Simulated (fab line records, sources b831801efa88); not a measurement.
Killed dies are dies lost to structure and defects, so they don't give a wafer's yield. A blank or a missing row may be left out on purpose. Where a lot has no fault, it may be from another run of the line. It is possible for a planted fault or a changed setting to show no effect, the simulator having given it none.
Chamber matching -- flow sky130 -- 4 sister chambers for SKY_FIELD_ISO_ETCH_17 on rie si-02
The step etches Si in HBr/Cl2/O2, target depth 342 nm, time 97.7 s. 14 wafers are shown with their chamber, then 7 later ones without.

## WAFERS PAIRED WITH THEIR CHAMBERS
wafer,chamber,oes product au (a.u.),throttle valve pct (%)
L377.1,0,1.011,25.655
L377.4,3,0.995,25.647
L377.6,1,0.991,25.671
L379.2,0,1.010,25.650
L379.3,2,0.991,25.663
L379.4,3,1.002,25.661
L380.3,1,0.997,25.676
L380.4,0,1.012,25.643
L380.6,1,0.986,25.661
L386.1,3,0.984,25.661
L386.3,2,0.990,25.665
L386.5,3,0.989,25.675
L391.1,0,1.010,25.665
L391.4,1,0.987,25.666

SIGNATURES, as means of the wafers listed above
reading,chamber 0,chamber 1,chamber 2,chamber 3,scatter within a chamber
oes product au,1.01075,0.99025,0.99050,0.99250,0.00509
throttle valve pct,25.65325,25.66850,25.66400,25.66100,0.00881
Rule: a wafer lies at a distance from a chamber equal to the root of the sum of squares, over the readings, of (its reading less the chamber's mean, divided by the reading's scatter). If the next closest chamber is less than 2 further off than the closest, the wafer can't be placed; otherwise it belongs to the closest. The scatter: the root of (the sum of the squares of (reading less its chamber's mean) over the shown wafers, divided by (wafers less chambers)).

## WAFERS WITH NO CHAMBER GIVEN
wafer,oes product au (a.u.),throttle valve pct (%)
L391.6,0.998,25.659
L392.2,0.999,25.662
L392.4,1.010,25.643
L392.6,0.985,25.660
L396.1,1.013,25.648
L396.3,0.993,25.655
L396.4,0.998,25.663

## THE CHAMBER EACH PASSED THROUGH
wafer,from the rows above,in truth
L391.6,can't be placed: 3 or 2 or 1 or 0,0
L392.2,can't be placed: 3 or 2 or 1 or 0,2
L392.4,0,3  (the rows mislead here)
L392.6,can't be placed: 2 or 1 or 3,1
L396.1,0,0
L396.3,can't be placed: 3 or 2 or 1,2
L396.4,can't be placed: 3 or 2 or 1 or 0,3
Correctly placed: 1 of 7. These rows do not allow placing 5 (true chamber among the candidates in 5). 1 placed wrongly.
